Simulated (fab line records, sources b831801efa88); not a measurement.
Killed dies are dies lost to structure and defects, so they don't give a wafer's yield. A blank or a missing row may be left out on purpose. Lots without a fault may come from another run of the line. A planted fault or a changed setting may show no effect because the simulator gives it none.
Chamber matching | flow sky130 | SKY_FIELD_ISO_ETCH_15 on rie_diel-03: 4 sister chambers
The step etches the open film in CHF3/O2, stops on Si, target depth 180 nm, time 72 s. 8 wafers are shown with their chamber, then 9 later ones without.

WAFERS WITH THEIR CHAMBER
wafer  | chamber | drypump_motor_current_A (A) | throttle_valve_pct (%)
L557.3 | 0       | 5.6                         | 8.839
L560.5 | 2       | 5.0                         | 8.857
L561.2 | 1       | 5.3                         | 8.854
L561.3 | 3       | 6.7                         | 8.836
L561.6 | 3       | 6.7                         | 8.830
L566.1 | 1       | 5.3                         | 8.848
L566.3 | 2       | 5.1                         | 8.842
L566.4 | 0       | 5.6                         | 8.845

WAFERS WITHOUT THEIR CHAMBER
wafer  | drypump_motor_current_A (A) | throttle_valve_pct (%)
L569.1 | 5.6                         | 8.861
L569.3 | 5.3                         | 8.850
L569.6 | 5.0                         | 8.851
L570.1 | 6.7                         | 8.831
L570.4 | 5.6                         | 8.853
L570.5 | 5.6                         | 8.858
L572.3 | 5.2                         | 8.844
L572.4 | 5.0                         | 8.855
L572.5 | 6.7                         | 8.841

WHICH CHAMBER EACH WENT THROUGH
wafer  | from the rows above     | in truth
L569.1 | 0                       | 0
L569.3 | 1                       | 1
L569.6 | 2                       | 2
L570.1 | 3                       | 3
L570.4 | 0                       | 0
L570.5 | 0                       | 0
L572.3 | can't be placed: 1 or 2 | 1
L572.4 | 2                       | 2
L572.5 | 3                       | 3
Placed correctly: 8 of 9. Can't be placed from these rows: 1 (the true chamber is among the candidates in 1). Placed wrongly: 0.
How it was worked out, from the rows above alone: a wafer's distance from a chamber is the root of the sum, over the readings, of the square of ((its reading less the chamber's mean) divided by the reading's scatter). The wafer belongs to the nearest chamber; if the next one is less than 2 further off, it can't be placed. A chamber's mean is the mean of its shown wafers. The scatter: the root of (the sum of the squares of (reading less its chamber's mean) over the shown wafers, divided by (wafers less chambers)).
